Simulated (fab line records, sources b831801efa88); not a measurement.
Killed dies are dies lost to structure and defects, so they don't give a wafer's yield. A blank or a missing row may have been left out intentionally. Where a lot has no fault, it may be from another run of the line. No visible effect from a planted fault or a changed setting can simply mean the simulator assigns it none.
Chamber matching / flow gf180mcu / GF_V4_CMP_26 on cmp-02: 4 sister chambers
The step polishes, stops on SiO2, t overpolish 15 s, target thk 0 nm. 8 wafers are shown with their chamber, then 8 later ones without.

## WAFERS PAIRED WITH THEIR CHAMBERS
wafer=L629.1; chamber=2; motor current A (A)=13.0; platen rpm (rpm)=59.97
wafer=L629.2; chamber=1; motor current A (A)=12.8; platen rpm (rpm)=59.94
wafer=L631.2; chamber=0; motor current A (A)=11.4; platen rpm (rpm)=60.04
wafer=L631.5; chamber=3; motor current A (A)=8.8; platen rpm (rpm)=60.11
wafer=L632.1; chamber=2; motor current A (A)=12.7; platen rpm (rpm)=60.00
wafer=L632.3; chamber=0; motor current A (A)=11.4; platen rpm (rpm)=60.00
wafer=L632.4; chamber=1; motor current A (A)=12.1; platen rpm (rpm)=59.96
wafer=L634.1; chamber=3; motor current A (A)=8.9; platen rpm (rpm)=60.14

## WAFERS WITHOUT THEIR CHAMBER
wafer=L634.2; motor current A (A)=12.1; platen rpm (rpm)=60.02
wafer=L634.6; motor current A (A)=12.6; platen rpm (rpm)=60.04
wafer=L639.1; motor current A (A)=8.1; platen rpm (rpm)=59.95
wafer=L639.5; motor current A (A)=8.3; platen rpm (rpm)=59.96
wafer=L639.6; motor current A (A)=10.9; platen rpm (rpm)=59.99
wafer=L647.1; motor current A (A)=10.6; platen rpm (rpm)=60.00
wafer=L647.5; motor current A (A)=11.8; platen rpm (rpm)=60.03
wafer=L647.6; motor current A (A)=10.9; platen rpm (rpm)=60.11

## EACH ONE'S CHAMBER
wafer=L634.2; from the rows above=can't be placed: 0 or 2 or 1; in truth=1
wafer=L634.6; from the rows above=can't be placed: 2 or 1 or 0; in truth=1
wafer=L639.1; from the rows above=3; in truth=3
wafer=L639.5; from the rows above=3; in truth=3
wafer=L639.6; from the rows above=0; in truth=0
wafer=L647.1; from the rows above=0; in truth=0
wafer=L647.5; from the rows above=0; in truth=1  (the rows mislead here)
wafer=L647.6; from the rows above=0; in truth=0
5 of 8 placed correctly. Not placeable from these rows: 2 (in 2, the candidates include the true chamber). 1 placed wrongly.
How it was worked out, from the rows above alone: a wafer's distance from a chamber is the root of the sum, over the readings, of the square of ((its reading less the chamber's mean) divided by the reading's scatter). The wafer belongs to the nearest chamber; if the next one is less than 2 further off, it can't be placed. Each chamber's mean is taken over the wafers shown for it. The scatter: the root of (the sum of the squares of (reading less its chamber's mean) over the shown wafers, divided by (wafers less chambers)).
